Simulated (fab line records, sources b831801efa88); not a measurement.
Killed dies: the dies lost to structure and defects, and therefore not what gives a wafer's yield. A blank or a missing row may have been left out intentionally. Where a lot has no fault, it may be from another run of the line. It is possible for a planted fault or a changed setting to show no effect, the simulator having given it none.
fab line records	flow sky130
record lots=5	wafers=23
route steps=708 shown FIELD_ISO@4 PWDE@48 NWELL@59 VT_ADJUST_HVTP@91 VT_ADJUST_LVTN@110 VT_ADJUST_HVTR@135 SONOS_TUNNEL@156
start_h: start of the lot's first displayed wafer, in hours after the record's first day	wait_h: hours since the lot's step before	" as in the row above	L1.1+2: a single row standing in for several wafers	- no value, or no start given	* or withheld: withheld	< > ~ a bound
route shown NAME@n: NAME is a module with steps in the file, n the number in the route of the first one	usual: mean/standard deviation of fault-free wafers	same: alike in all rows	chamber/n: place in a boat	sites: readings site by site	_std_site: standard deviation of those values	_edge_site: mean of outer sites minus mean of inner sites	radius_mm: for every site, how far away it sits from the centre of the wafer	mask NAME#n: copy n	behind: the last tool/chamber to shape the wafer	hold: reason for holding the lot/hours on hold/outcome of the hold	device: transistor that didn't switch, given as n, p or np	end of line: at the end of the route, the tests of the same wafers	a step with no rows: only its recipe	killed: count of dies lost to structure and defects at first sort (not the wafer's yield)	map: dies across one wafer; x = killed, . = not, _ = none there
set.NAME: the setting the step ran with; set.NAME@STEP: the setting that earlier step ran with	model.NAME: the simulator's own value behind a step, which no gauge read
lots run with intentionally changed settings; tables by step, rows by wafer
## steps
# step SKY_FIELD_ISO_CVD_03
# recipe material=Si3N4	precursor=DCS/NH3	target_thk_nm=165	temp_c=770	time_s=2830	pressure_mtorr=250
lot.wafer	tool	chamber	start_h	wait_h	set.pressure_mtorr	model.Si3N4_of_FIELD_ISO_CVD_03.thk_nm
L076.2	lpcvd-02	1	24.98	2.8	250	161.5
L076.3	"	1	"	"	250	162.9
L076.4	"	1	"	"	250	164.8
L080.1	-	-	-	1.3	250	163.5
L080.2	"	-	"	"	250	164.8
L080.3	"	-	"	"	250	164.6
L080.4	"	-	"	"	250	163.8
L080.6	"	-	"	"	250	164.1
L081.1	-	-	-	0.1	250	163.7
L081.2	"	-	"	"	250	163.2
L081.3	"	-	"	"	250	163.5
L081.4	"	-	"	"	250	161.6
L081.5	"	-	"	"	250	163.8
L082.1+4	-	-	-	0.1	263.6	167.6
L082.2	"	-	"	"	263.6	168.6
L082.3	"	-	"	"	263.6	170.3
L082.6	"	-	"	"	263.6	166.9
L083.2	-	-	-	0.0	219.7	158.3
L083.3+5	"	-	"	"	219.7	157.7
L083.4	"	-	"	"	219.7	158.4
L083.6	"	-	"	"	219.7	158.9
# step SKY_FIELD_ISO_WET_ETCH_30
# recipe chemistry=dHF	target_depth_nm=25	target=SiO2	dilution=10:1	temp_c=25	time_s=50
lot.wafer	tool	chamber	start_h	wait_h	set.time_s	model.SiO2_of_FIELD_ISO_CVD_24.thk_nm
L076.2	wet_bench-04	3	47.04	0.0	50	404.4
L076.3	"	3	"	"	50	405
L076.4	"	3	"	"	50	403.5
L080.1	-	-	-	0.0	54.16	403
L080.2	"	-	"	"	54.16	402.5
L080.3	"	-	"	"	54.16	401.5
L080.4	"	-	"	"	54.16	402.3
L080.6	"	-	"	"	54.16	402.4
L081.1	-	-	-	0.0	46.07	408.1
L081.2+3+4	"	-	"	"	46.07	409.4
L081.5	"	-	"	"	46.07	407.8
L082.1	-	-	-	0.0	44.46	408.7
L082.2	"	-	"	"	44.46	409.5
L082.3	"	-	"	"	44.46	408.1
L082.4	"	-	"	"	44.46	409.9
L082.6	"	-	"	"	44.46	409.8
L083.2	-	-	-	0.0	50	404.5
L083.3	"	-	"	"	50	404.7
L083.4	"	-	"	"	50	405.6
L083.5	"	-	"	"	50	406.8
L083.6	"	-	"	"	50	407.4
# step SKY_PWDE_SOFTBAKE_03
# recipe temp_c=110	time_s=withheld
lot.wafer	tool	chamber	start_h	wait_h	set.temp_c	model.coat_of_PWDE_COAT_02.thk_nm
L076.2	litho_track-02	0	76.24	0.1	110	3007
L076.3	"	0	"	"	110	3005
L076.4	"	0	"	"	110	3010
L080.1	litho_track-04	0	96.84	0.1	113.4	2981
L080.2	"	0	"	"	110	3016
L080.3	"	0	"	"	113.4	2977
L080.4	"	0	"	"	110	3002
L080.6	"	0	"	"	113.4	2973
L081.1	litho_track-02	0	105.75	0.1	113.7	2986
L081.2	"	0	"	"	113.7	2983
L081.3	"	0	"	"	110	3013
L081.4	"	0	"	"	110	3010
L081.5	"	0	"	"	110	3017
L082.1	litho_track-03	0	111.12	0.1	113.1	2964
L082.2	"	0	"	"	110	2999
L082.3	"	0	"	"	113.1	2971
L082.4	"	0	"	"	110	3001
L082.6	"	0	"	"	113.1	2970
L083.2	litho_track-02	0	113.64	0.1	112.1	2990
L083.3	"	0	"	"	112.1	2997
L083.4	"	0	"	"	110	3008
L083.5	"	0	"	"	112.1	2989
L083.6	"	0	"	"	110	3005
# step SKY_PWDE_EXPOSE_04
# recipe mask_id=PWDEM	na=0.6	source_shape=conventional	sigma_outer=0.6	polarization=unpolarized	target_cd_nm=840	dose_mj=214
# step SKY_PWDE_PEB_05
# recipe temp_c=115	time_s=withheld
# step SKY_PWDE_IMPLANT_08
# recipe species=B	energy_kev=150	dose_cm2=3.648e+12	tilt_deg=withheld
# step SKY_PWDE_STRIP_09
# recipe chemistry=O2/N2	power_w=1400	pressure_mtorr=1500	platen_temp_c=withheld	o2_flow_sccm=3000	n2_flow_sccm=300	overash_fraction=0.5
# usual strip_time_to_endpoint_s=37.00/0.12
lot.wafer	tool	chamber	start_h	wait_h	set.temp_c@PWDE_SOFTBAKE_03	strip_time_to_endpoint_s
L076.2	plasma_asher-01	0	84.32	0.1	110	37.00
L076.3	"	1	"	"	110	36.99
L076.4	"	0	"	"	110	37.03
L080.1	plasma_asher-04	1	106.11	0.1	113.4	36.70
L080.2	"	0	"	"	110	37.10
L080.3	"	0	"	"	113.4	36.63
L080.4	"	1	"	"	110	36.93
L080.6	"	0	"	"	113.4	36.58
L081.1	plasma_asher-02	1	115.66	0.1	113.7	36.74
L081.2	"	0	"	"	113.7	36.73
L081.3	"	0	"	"	110	37.08
L081.4	"	1	"	"	110	37.03
L081.5	"	0	"	"	110	37.10
L082.1	plasma_asher-01	0	119.41	0.1	113.1	36.50
L082.2	"	1	"	"	110	36.91
L082.3	"	1	"	"	113.1	36.57
L082.4	"	0	"	"	110	36.92
L082.6	"	0	"	"	113.1	36.54
L083.2	plasma_asher-02	1	123.06	0.1	112.1	36.78
L083.3	"	0	"	"	112.1	36.88
L083.4	"	1	"	"	110	36.99
L083.5	"	0	"	"	112.1	36.79
L083.6	"	1	"	"	110	36.97
# step SKY_NWELL_SOFTBAKE_06
# recipe temp_c=110	time_s=withheld
lot.wafer	tool	chamber	start_h	wait_h	set.temp_c
L076.2+3+4	litho_track-02	0	93.39	0.1	110
L080.1+2+3+4+6	litho_track-02	0	115.90	0.1	110
L081.1+5	litho_track-02	0	124.90	0.1	106.4
L081.2+3+4	"	0	"	"	110
L082.1+3	litho_track-01	0	129.47	0.1	110
L082.2+4+6	"	0	"	"	107.7
L083.2+3+4+5+6	litho_track-02	0	132.94	0.1	110
# step SKY_NWELL_EXPOSE_07
# recipe mask_id=NWM	na=0.6	source_shape=conventional	sigma_outer=0.6	polarization=unpolarized	target_cd_nm=840	dose_mj=255
# step SKY_NWELL_PEB_08
# recipe temp_c=115	time_s=withheld
# step SKY_NWELL_DEVELOP_09
# recipe wall_angle_deg=90	developer=TMAH	develop_time_s=60	dev_temp_c=23
lot.wafer	tool	chamber	start_h	wait_h	set.temp_c@NWELL_SOFTBAKE_06	model.coat_of_NWELL_COAT_05.thk_nm
L076.2	litho_track-02	0	-	-	110	3013
L076.3	"	0	"	"	110	3007
L076.4	"	0	"	"	110	3006
L080.1+2	litho_track-02	0	-	-	110	2998
L080.3	"	0	"	"	110	2993
L080.4	"	0	"	"	110	2999
L080.6	"	0	"	"	110	3006
L081.1	litho_track-01	0	-	-	106.4	3041
L081.2+4	"	0	"	"	110	3004
L081.3	"	0	"	"	110	3003
L081.5	"	0	"	"	106.4	3038
L082.1	litho_track-01	0	-	-	110	3006
L082.2	"	0	"	"	107.7	3025
L082.3	"	0	"	"	110	3004
L082.4	"	0	"	"	107.7	3016
L082.6	"	0	"	"	107.7	3021
L083.2+3	litho_track-02	0	-	-	110	2999
L083.4	"	0	"	"	110	2997
L083.5	"	0	"	"	110	2993
L083.6	"	0	"	"	110	3004
# step SKY_NWELL_IMPLANT_11
# recipe species=P	energy_kev=400	dose_cm2=1.9e+13	tilt_deg=withheld
lot.wafer	tool	chamber	start_h	wait_h	set.dose_cm2
L076.2+3+4	implanter-02	0	101.51	0.0	1.9e+13
L080.1+2+3+4+6	implanter-02	0	126.09	0.0	1.9e+13
L081.1+3+5	implanter-04	0	134.26	0.0	1.9e+13
L081.2+4	"	0	"	"	1.946e+13
L082.1+2+3+4+6	implanter-02	0	138.11	0.0	1.9e+13
L083.2+3+4+5+6	implanter-03	0	142.06	0.0	1.9e+13
# step SKY_NWELL_IMPLANT_12
# recipe species=P	energy_kev=120	dose_cm2=1.3e+12	tilt_deg=withheld
# step SKY_NWELL_IMPLANT_13
# recipe species=P	energy_kev=50	dose_cm2=7e+11	tilt_deg=withheld
# step SKY_NWELL_STRIP_14
# recipe chemistry=O2/N2	power_w=1400	pressure_mtorr=1522	platen_temp_c=withheld	o2_flow_sccm=3000	n2_flow_sccm=300	overash_fraction=0.5
# usual strip_time_to_endpoint_s=36.85/0.088
lot.wafer	tool	chamber	start_h	wait_h	set.temp_c@NWELL_SOFTBAKE_06	strip_time_to_endpoint_s
L076.2	plasma_asher-01	0	101.94	0.1	110	36.97
L076.3	"	0	"	"	110	36.90
L076.4	"	1	"	"	110	36.88
L080.1	plasma_asher-02	1	126.54	0.1	110	36.79
L080.2	"	0	"	"	110	36.79
L080.3	"	0	"	"	110	36.74
L080.4	"	1	"	"	110	36.81
L080.6	"	0	"	"	110	36.89
L081.1	plasma_asher-03	0	134.71	0.1	106.4	37.30
L081.2	"	1	"	"	110	36.86
L081.3	"	1	"	"	110	36.87
L081.4	"	0	"	"	110	36.87
L081.5	"	1	"	"	106.4	37.26
L082.1	plasma_asher-03	0	138.56	0.1	110	36.90
L082.2	"	1	"	"	107.7	37.12
L082.3	"	1	"	"	110	36.87
L082.4	"	0	"	"	107.7	37.01
L082.6	"	1	"	"	107.7	37.07
L083.2	plasma_asher-03	1	142.49	0.1	110	36.80
L083.3	"	0	"	"	110	36.82
L083.4	"	1	"	"	110	36.78
L083.5	"	0	"	"	110	36.74
L083.6	"	1	"	"	110	36.87
# step SKY_VT_ADJUST_HVTP_DEVELOP_06
# recipe resist=NOVOLAK	developer=TMAH	develop_time_s=60	dev_temp_c=23
lot.wafer	tool	chamber	start_h	wait_h	set.develop_time_s
L076.2+3+4	litho_track-01	0	140.25	0.1	60
L080.1+6	litho_track-03	0	165.32	0.1	60
L080.2+3+4	"	0	"	"	68.03
L081.1+2+3+4+5	litho_track-01	0	173.52	0.1	60
L082.1+3+4	litho_track-04	0	178.89	0.1	60
L082.2+6	"	0	"	"	64.68
L083.2+3	litho_track-04	0	183.56	0.1	60
L083.4+5+6	"	0	"	"	65.09
# step SKY_VT_ADJUST_HVTP_CD_MEAS_07
# recipe target_cd_nm=380
# usual cd_nm=380.0/2.2
lot.wafer	tool	chamber	start_h	wait_h	set.develop_time_s@VT_ADJUST_HVTP_DEVELOP_06	cd_nm
L076.2	cd_sem-02	-	140.39	0.1	60	379.7
L076.3	"	-	"	"	60	378.9
L076.4	"	-	"	"	60	375.9
L080.1	cd_sem-01	-	165.47	0.1	60	380.0
L080.2	"	-	"	"	68.03	390.8
L080.3	"	-	"	"	68.03	391.6
L080.4	"	-	"	"	68.03	390.8
L080.6	"	-	"	"	60	378.3
L081.1	cd_sem-01	-	173.67	0.1	60	374.7
L081.2	"	-	"	"	60	375.4
L081.3	"	-	"	"	60	375.4
L081.4	"	-	"	"	60	377.6
L081.5	"	-	"	"	60	374.8
L082.1	cd_sem-02	-	179.04	0.1	60	383.3
L082.2	"	-	"	"	64.68	387.2
L082.3	"	-	"	"	60	380.2
L082.4	"	-	"	"	60	382.6
L082.6	"	-	"	"	64.68	390.3
L083.2	cd_sem-02	-	183.71	0.1	60	383.3
L083.3	"	-	"	"	60	379.1
L083.4	"	-	"	"	65.09	391.3
L083.5	"	-	"	"	65.09	388.0
L083.6	"	-	"	"	65.09	389.2
# step SKY_VT_ADJUST_HVTP_STRIP_10
# recipe chemistry=O2/N2	power_w=1400	pressure_mtorr=1500	platen_temp_c=withheld	o2_flow_sccm=3000	n2_flow_sccm=300	overash_fraction=0.5
# usual strip_time_to_endpoint_s=14.20/0.032
lot.wafer	tool	chamber	start_h	wait_h	set.pressure_mtorr	strip_time_to_endpoint_s
L076.2	plasma_asher-04	0	140.68	0.1	1500	14.16
L076.3	"	1	"	"	1500	14.12
L076.4	"	0	"	"	1500	14.16
L080.1	plasma_asher-01	1	165.78	0.1	1613	13.90
L080.2	"	0	"	"	1613	13.91
L080.3	"	1	"	"	1613	13.92
L080.4	"	0	"	"	1613	13.92
L080.6	"	1	"	"	1613	13.91
L081.1	plasma_asher-04	1	173.98	0.1	1660	13.89
L081.2	"	0	"	"	1660	13.87
L081.3	"	1	"	"	1660	13.88
L081.4	"	0	"	"	1660	13.87
L081.5	"	1	"	"	1660	13.79
L082.1	plasma_asher-04	0	179.34	0.1	1417	14.50
L082.2	"	1	"	"	1417	14.48
L082.3	"	0	"	"	1417	14.49
L082.4	"	1	"	"	1417	14.49
L082.6	"	0	"	"	1417	14.50
L083.2	plasma_asher-04	1	183.99	0.1	1586	13.96
L083.3	"	1	"	"	1586	13.97
L083.4	"	0	"	"	1586	13.98
L083.5	"	0	"	"	1586	13.99
L083.6	"	1	"	"	1586	14.01
# step SKY_VT_ADJUST_LVTN_COAT_13
# recipe resist=NOVOLAK	spin_rpm=3000	resist_thk_nm=1140
lot.wafer	tool	chamber	start_h	wait_h	set.spin_rpm	model.NOVOLAK_of_VT_ADJUST_LVTN_COAT_13.thk_nm
L076.2	litho_track-02	0	170.43	0.1	3000	1147
L076.3	"	0	"	"	3000	1146
L076.4	"	0	"	"	3000	1144
L080.1+6	litho_track-04	0	197.14	0.1	3000	1144
L080.2	"	0	"	"	3000	1140
L080.3	"	0	"	"	2934	1159
L080.4	"	0	"	"	2934	1158
L081.1	litho_track-02	0	204.30	0.1	3000	1136
L081.2+4	"	0	"	"	3000	1142
L081.3	"	0	"	"	3000	1148
L081.5	"	0	"	"	3000	1140
L082.1	litho_track-02	0	210.35	0.1	3096	1125
L082.2	"	0	"	"	3096	1126
L082.3	"	0	"	"	3000	1140
L082.4	"	0	"	"	3000	1141
L082.6	"	0	"	"	3096	1119
L083.2	litho_track-04	0	215.81	0.1	3000	1142
L083.3+6	"	0	"	"	3000	1140
L083.4+5	"	0	"	"	3000	1139
# step SKY_VT_ADJUST_LVTN_SOFTBAKE_14
# recipe temp_c=90	time_s=60	resist=NOVOLAK
# step SKY_VT_ADJUST_LVTN_EXPOSE_15
# recipe mask_id=HVN_STD_DERIVED	na=0.6	source_shape=conventional	sigma_outer=0.6	polarization=unpolarized	target_cd_nm=600	dose_mj=163
# step SKY_VT_ADJUST_LVTN_IMPLANT_19
# recipe species=B	energy_kev=30	dose_cm2=6.5e+11	tilt_deg=withheld
# step SKY_VT_ADJUST_LVTN_STRIP_20
# recipe chemistry=O2/N2	power_w=1400	pressure_mtorr=1500	platen_temp_c=withheld	o2_flow_sccm=3000	n2_flow_sccm=300	overash_fraction=0.5
# usual strip_time_to_endpoint_s=14.18/0.045
lot.wafer	tool	chamber	start_h	wait_h	set.spin_rpm@VT_ADJUST_LVTN_COAT_13	strip_time_to_endpoint_s
L076.2	plasma_asher-04	0	180.42	0.1	3000	14.26
L076.3	"	0	"	"	3000	14.24
L076.4	"	1	"	"	3000	14.24
L080.1	plasma_asher-02	0	208.17	0.1	3000	14.23
L080.2	"	1	"	"	3000	14.19
L080.3	"	0	"	"	2934	14.36
L080.4	"	1	"	"	2934	14.35
L080.6	"	0	"	"	3000	14.20
L081.1	plasma_asher-04	1	215.09	0.1	3000	14.13
L081.2	"	0	"	"	3000	14.21
L081.3	"	0	"	"	3000	14.26
L081.4	"	1	"	"	3000	14.18
L081.5	"	0	"	"	3000	14.18
L082.1	plasma_asher-04	1	222.07	0.1	3096	13.99
L082.2	"	0	"	"	3096	14.01
L082.3	"	0	"	"	3000	14.19
L082.4	"	1	"	"	3000	14.19
L082.6	"	0	"	"	3096	13.92
L083.2	plasma_asher-03	0	227.39	0.1	3000	14.18
L083.3	"	0	"	"	3000	14.17
L083.4	"	1	"	"	3000	14.17
L083.5	"	0	"	"	3000	14.17
L083.6	"	1	"	"	3000	14.18
# step SKY_VT_ADJUST_HVTR_EXPOSE_04
# recipe mask_id=HVTRM	target_cd_nm=380	na=0.6	source_shape=conventional	sigma_outer=0.6	dose_mj=150
lot.wafer	tool	chamber	start_h	wait_h	mask	set.dose_mj
L076.2+3+4	iline_stepper-02	0	-	-	HVTRM#0	150
L080.1+2+3	iline_stepper-02	0	-	-	HVTRM#0	150
L080.4+6	"	0	"	"	HVTRM#0	144.7
L081.1+2+3+4+5	iline_stepper-01	0	-	-	HVTRM#0	150
L082.1+3	iline_stepper-02	0	-	-	HVTRM#0	150
L082.2+4+6	"	0	"	"	HVTRM#0	156.4
L083.2+3+4+5+6	iline_stepper-01	0	-	-	HVTRM#0	150
# step SKY_VT_ADJUST_HVTR_PEB_05
# recipe temp_c=withheld	time_s=*	resist=NOVOLAK
# step SKY_VT_ADJUST_HVTR_DEVELOP_06
# recipe develop_time_s=60	dev_temp_c=23
# step SKY_VT_ADJUST_HVTR_CD_MEAS_07
# recipe target_cd_nm=380
# usual cd_nm=379.5/2.5
lot.wafer	tool	chamber	start_h	wait_h	set.dose_mj@VT_ADJUST_HVTR_EXPOSE_04	cd_nm
L076.2	cd_sem-02	-	223.86	0.2	150	379.2
L076.3	"	-	"	"	150	379.4
L076.4	"	-	"	"	150	381.2
L080.1	cd_sem-02	-	251.12	0.1	150	380.6
L080.2	"	-	"	"	150	381.4
L080.3	"	-	"	"	150	382.4
L080.4	"	-	"	"	144.7	369.3
L080.6	"	-	"	"	144.7	368.1
L081.1	cd_sem-01	-	259.12	0.1	150	381.3
L081.2	"	-	"	"	150	378.1
L081.3	"	-	"	"	150	377.2
L081.4	"	-	"	"	150	376.5
L081.5	"	-	"	"	150	381.2
L082.1	cd_sem-02	-	267.25	0.1	150	385.6
L082.2	"	-	"	"	156.4	398.0
L082.3	"	-	"	"	150	384.8
L082.4	"	-	"	"	156.4	397.0
L082.6	"	-	"	"	156.4	397.0
L083.2	cd_sem-01	-	273.09	0.1	150	380.2
L083.3	"	-	"	"	150	382.4
L083.4	"	-	"	"	150	380.8
L083.5	"	-	"	"	150	379.0
L083.6	"	-	"	"	150	378.2
# step SKY_SONOS_TUNNEL_COAT_02
# recipe resist=NOVOLAK	spin_rpm=3000	resist_thk_nm=1140
lot.wafer	tool	chamber	start_h	wait_h	set.spin_rpm	model.NOVOLAK_of_SONOS_TUNNEL_COAT_02.thk_nm
L076.2	litho_track-02	0	256.58	0.1	3000	1140
L076.3	"	0	"	"	3000	1138
L076.4	"	0	"	"	3000	1136
L080.1	litho_track-04	0	286.79	0.1	3000	1139
L080.2+4	"	0	"	"	3137	1114
L080.3	"	0	"	"	3000	1142
L080.6	"	0	"	"	3000	1136
L081.1	litho_track-04	0	296.29	0.1	3084	1128
L081.2	"	0	"	"	3000	1141
L081.3	"	0	"	"	3084	1127
L081.4	"	0	"	"	3000	1146
L081.5	"	0	"	"	3084	1132
L082.1	litho_track-01	0	305.32	0.1	3000	1136
L082.2	"	0	"	"	3000	1135
L082.3	"	0	"	"	3000	1137
L082.4	"	0	"	"	3124	1115
L082.6	"	0	"	"	3124	1117
L083.2	litho_track-02	0	310.13	0.1	3115	1124
L083.3	"	0	"	"	3115	1125
L083.4	"	0	"	"	3000	1147
L083.5	"	0	"	"	3115	1128
L083.6	"	0	"	"	3000	1146
## key
split step=SKY_FIELD_ISO_CVD_03	setting=pressure_mtorr	stated=250	by=lot
response step=SKY_FIELD_ISO_CVD_03	reading=model.Si3N4_of_FIELD_ISO_CVD_03.thk_nm	change=+0.533	per=1%	r=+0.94
split step=SKY_FIELD_ISO_WET_ETCH_30	setting=time_s	stated=50	by=lot
response step=SKY_FIELD_ISO_WET_ETCH_30	reading=model.SiO2_of_FIELD_ISO_CVD_24.thk_nm	change=-0.371	per=1%	r=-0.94
split step=SKY_PWDE_SOFTBAKE_03	setting=temp_c	stated=110	by=wafer
response step=SKY_PWDE_SOFTBAKE_03	reading=model.coat_of_PWDE_COAT_02.thk_nm	change=-9.67	per=1%	r=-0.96
response step=SKY_PWDE_STRIP_09	reading=strip_time_to_endpoint_s	change=*	per=1%	r=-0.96
split step=SKY_NWELL_SOFTBAKE_06	setting=temp_c	stated=110	by=wafer
response step=SKY_NWELL_DEVELOP_09	reading=model.coat_of_NWELL_COAT_05.thk_nm	change=-10	per=1%	r=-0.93
response step=SKY_NWELL_STRIP_14	reading=strip_time_to_endpoint_s	change=*	per=1%	r=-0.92
split step=SKY_NWELL_IMPLANT_11	setting=dose_cm2	stated=1.9e+13	by=wafer
response none clear
split step=SKY_VT_ADJUST_HVTP_DEVELOP_06	setting=develop_time_s	stated=60	by=wafer
response step=SKY_VT_ADJUST_HVTP_CD_MEAS_07	reading=cd_nm	change=+0.904	per=1%	r=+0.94
split step=SKY_VT_ADJUST_HVTP_STRIP_10	setting=pressure_mtorr	stated=1500	by=lot
response step=SKY_VT_ADJUST_HVTP_STRIP_10	reading=strip_time_to_endpoint_s	change=*	per=1%	r=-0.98
split step=SKY_VT_ADJUST_LVTN_COAT_13	setting=spin_rpm	stated=3000	by=wafer
response step=SKY_VT_ADJUST_LVTN_COAT_13	reading=model.NOVOLAK_of_VT_ADJUST_LVTN_COAT_13.thk_nm	change=-5.86	per=1%	r=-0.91
response step=SKY_VT_ADJUST_LVTN_STRIP_20	reading=strip_time_to_endpoint_s	change=*	per=1%	r=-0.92
split step=SKY_VT_ADJUST_HVTR_EXPOSE_04	setting=dose_mj	stated=150	by=wafer
response step=SKY_VT_ADJUST_HVTR_CD_MEAS_07	reading=cd_nm	change=+3.16	per=1%	r=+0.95
split step=SKY_SONOS_TUNNEL_COAT_02	setting=spin_rpm	stated=3000	by=wafer
response step=SKY_SONOS_TUNNEL_COAT_02	reading=model.NOVOLAK_of_SONOS_TUNNEL_COAT_02.thk_nm	change=-5.28	per=1%	r=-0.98
